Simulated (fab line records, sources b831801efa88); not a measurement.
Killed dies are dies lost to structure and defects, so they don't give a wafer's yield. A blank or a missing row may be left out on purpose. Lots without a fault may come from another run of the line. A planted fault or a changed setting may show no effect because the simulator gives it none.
Which tool did it? | flow gf180mcu | 13 lots, 39 wafers sampled, at 5 steps of a route of 602

WHAT THE GAUGES READ, wafer by wafer
GF_M1_CD_MEAS_14: target cd 230 nm. Usual: cd_nm 229.8 nm, standard deviation 1.3.
lot  | measured     | on        | cd_nm (nm)        | flag
L407 | day 17 03:26 | cd_sem-01 | 227.5 227.5 228.0 |
L408 | day 17 07:48 | cd_sem-02 | 230.9 232.3 229.9 |
L410 | day 18 06:32 | cd_sem-01 | 230.3 230.6 231.4 |
L411 | day 18 07:24 | cd_sem-02 | 229.0 227.3 229.8 |
L413 | day 19 06:27 | cd_sem-02 | 227.4 227.1 226.7 |
L414 | day 19 12:59 | cd_sem-01 | 230.9 230.4 230.6 |
L415 | day 20 02:49 | cd_sem-02 | 230.0 230.4 229.5 |
L418 | day 21 11:55 | cd_sem-01 | 230.3 230.0 230.4 |
L422 | day 22 12:55 | cd_sem-02 | 230.7 230.3 230.7 |
L423 | day 23 02:43 | cd_sem-01 | 230.6 229.6 230.4 |
L427 | day 24 04:28 | cd_sem-01 | 229.1 229.0 228.2 |
L428 | day 24 10:55 | cd_sem-01 | 230.1 228.6 229.2 |
L430 | day 24 23:23 | cd_sem-01 | 228.8 229.6 229.4 |

GF_V1_CD_MEAS_14: target cd 260 nm. Usual: cd_nm 259.9 nm, standard deviation 1.3.
lot  | measured     | on        | cd_nm (nm)        | flag
L407 | day 18 04:29 | cd_sem-02 | 261.1 261.6 261.0 |
L408 | day 18 09:01 | cd_sem-01 | 260.4 260.1 259.8 |
L410 | day 19 07:08 | cd_sem-02 | 259.8 260.2 260.5 |
L411 | day 19 08:16 | cd_sem-01 | 258.8 258.9 258.7 |
L413 | day 20 07:28 | cd_sem-01 | 259.7 260.7 260.6 |
L414 | day 20 13:34 | cd_sem-02 | 259.2 258.8 260.3 |
L415 | day 21 04:23 | cd_sem-01 | 258.7 257.7 257.9 |
L418 | day 22 11:55 | cd_sem-02 | 260.9 259.6 261.2 |
L422 | day 23 12:59 | cd_sem-01 | 218.6 218.3 218.7 | OFF
L423 | day 24 02:25 | cd_sem-01 | 228.1 227.1 227.1 | OFF
L427 | day 25 04:16 | cd_sem-02 | 260.6 261.3 259.9 |
L428 | day 25 09:56 | cd_sem-01 | 259.7 259.2 260.3 |
L430 | day 25 22:17 | cd_sem-01 | 259.2 259.0 260.7 |

WHICH TOOL RAN EACH LOT (tool, then ch and the chambers of the sampled wafers, then the start)
lot  | GF_M1_SPUTTER_00             | GF_M1_SPUTTER_01             | GF_V1_EXPOSE_11
L407 | pvd_sputter-04, day 16 04:15 | pvd_sputter-04, day 16 04:21 | krf_scanner-01 ch 0, day 17 16:43
L408 | pvd_sputter-04, day 16 08:42 | pvd_sputter-04, day 16 08:48 | krf_scanner-01 ch 0, day 17 21:38
L410 | pvd_sputter-02, day 17 06:47 | pvd_sputter-02, day 17 06:53 | krf_scanner-01 ch 0, day 18 19:31
L411 | pvd_sputter-01, day 17 07:44 | pvd_sputter-01, day 17 07:50 | krf_scanner-02 ch 0, day 18 20:44
L413 | pvd_sputter-02, day 18 07:11 | pvd_sputter-02, day 18 07:17 | krf_scanner-01 ch 0, day 19 19:59
L414 | pvd_sputter-02, day 18 13:13 | pvd_sputter-02, day 18 13:19 | krf_scanner-02 ch 0, day 20 02:40
L415 | pvd_sputter-02, day 19 03:13 | pvd_sputter-02, day 19 03:19 | krf_scanner-02 ch 0, day 20 16:11
L418 | pvd_sputter-01, day 20 11:57 | pvd_sputter-01, day 20 12:03 | krf_scanner-01 ch 0, day 22 01:04
L422 | pvd_sputter-02, day 21 13:32 | pvd_sputter-02, day 21 13:38 | krf_scanner-01 ch 0, day 23 01:52
L423 | pvd_sputter-02, day 22 03:14 | pvd_sputter-02, day 22 03:20 | krf_scanner-01 ch 0, day 23 15:17
L427 | pvd_sputter-04, day 23 05:36 | pvd_sputter-04, day 23 05:42 | krf_scanner-02 ch 0, day 24 17:14
L428 | pvd_sputter-04, day 23 12:58 | pvd_sputter-04, day 23 13:04 | krf_scanner-02 ch 0, day 24 23:22
L430 | pvd_sputter-02, day 24 00:27 | pvd_sputter-02, day 24 00:33 | krf_scanner-02 ch 0, day 25 12:07
- GF_M1_SPUTTER_00: material Ti, target thk 37.5 nm, time 150 s.
- GF_M1_SPUTTER_01: material TiN, target thk 30 nm, time 25 s.
- GF_V1_EXPOSE_11: exposes mask Via1, target cd 260 nm.

WHAT THE TOOLS THEMSELVES READ (means of the sampled wafers that have a number; where no wafer has one, the mark that the record gives instead)
GF_M1_SPUTTER_00. Usual: throttle_valve_pct 30.4 %, standard deviation 1.1.
lot  | tool           | throttle_valve_pct (%) | flag
L407 | pvd_sputter-04 | 31.6                   |
L408 | pvd_sputter-04 | 31.4                   |
L410 | pvd_sputter-02 | 31.4                   |
L411 | pvd_sputter-01 | 29.9                   |
L413 | pvd_sputter-02 | 30.1                   |
L414 | pvd_sputter-02 | 30.7                   |
L415 | pvd_sputter-02 | 30.6                   |
L418 | pvd_sputter-01 | 29.8                   |
L422 | pvd_sputter-02 | 29.5                   |
L423 | pvd_sputter-02 | 30.2                   |
L427 | pvd_sputter-04 | 30.9                   |
L428 | pvd_sputter-04 | 31.7                   |
L430 | pvd_sputter-02 | 30.6                   |

GF_M1_SPUTTER_01. Usual: throttle_valve_pct 30.4 %, standard deviation 1.1.
lot  | tool           | throttle_valve_pct (%) | flag
L407 | pvd_sputter-04 | 31.7                   |
L408 | pvd_sputter-04 | 31.1                   |
L410 | pvd_sputter-02 | 31.3                   |
L411 | pvd_sputter-01 | 29.9                   |
L413 | pvd_sputter-02 | 30.2                   |
L414 | pvd_sputter-02 | 30.4                   |
L415 | pvd_sputter-02 | 30.6                   |
L418 | pvd_sputter-01 | 29.9                   |
L422 | pvd_sputter-02 | 29.5                   |
L423 | pvd_sputter-02 | 30.1                   |
L427 | pvd_sputter-04 | 30.8                   |
L428 | pvd_sputter-04 | 31.5                   |
L430 | pvd_sputter-02 | 30.7                   |

GF_V1_EXPOSE_11. Usual: exposure_dose_mJ_cm2 37.99, standard deviation 0.034.
lot  | tool           | exposure_dose_mJ_cm2 | flag
L407 | krf_scanner-01 | 37.97                |
L408 | krf_scanner-01 | 38.00                |
L410 | krf_scanner-01 | 38.01                |
L411 | krf_scanner-02 | 38.01                |
L413 | krf_scanner-01 | 38.01                |
L414 | krf_scanner-02 | 37.99                |
L415 | krf_scanner-02 | 38.05                |
L418 | krf_scanner-01 | 37.99                |
L422 | krf_scanner-01 | 29.40                | OFF
L423 | krf_scanner-01 | 31.16                | OFF
L427 | krf_scanner-02 | 37.97                |
L428 | krf_scanner-02 | 37.91                |
L430 | krf_scanner-02 | 37.99                |

THE ANSWER, worked out from the rows above alone
Rule: a lot is off if the mean of its wafers that have a number lies more than 3 standard deviations from the usual mean. A lot without any number at a reading at which 4 lots or more have one is off too. The other lots that the step has rows for count as sound. The gauges are gone through in route order, then the tools' own readings, and for those a lot's mean is taken as printed above. The first step at which some lot is off is used, and at that step the reading that is off furthest; a lot without a number counts as furthest.
Off: L422, L423, at GF_V1_CD_MEAS_14 (cd_nm).
A tool fits if, at a process step before that reading, it ran every lot that is off, and no sound lot after the first of them. The gauges at GF_V1_CD_MEAS_14 aren't tried: what is off there is off at GF_V1_EXPOSE_11 too, on other tools, and a gauge's error can't cause that. One fits: krf_scanner-01 at GF_V1_EXPOSE_11. Its last sound lot is L418 (day 22 01:04), its first lot that is off L422 (day 23 01:52): a fault that began between those two fits.
The tool's own readings at GF_V1_EXPOSE_11 bear it out: on the lots that are off they differ by more than 5 times the standard deviation of the sound lots' means. exposure_dose_mJ_cm2 reads 30.28 there against 37.99 on the sound lots.

WHAT THE SIMULATOR HAD PUT IN
Process parameter drift: krf_scanner-01, from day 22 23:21 on, at GF_V1_EXPOSE_11. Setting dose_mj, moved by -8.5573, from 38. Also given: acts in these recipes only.
Lots struck among those shown: L422, L423. The rule above found the same.
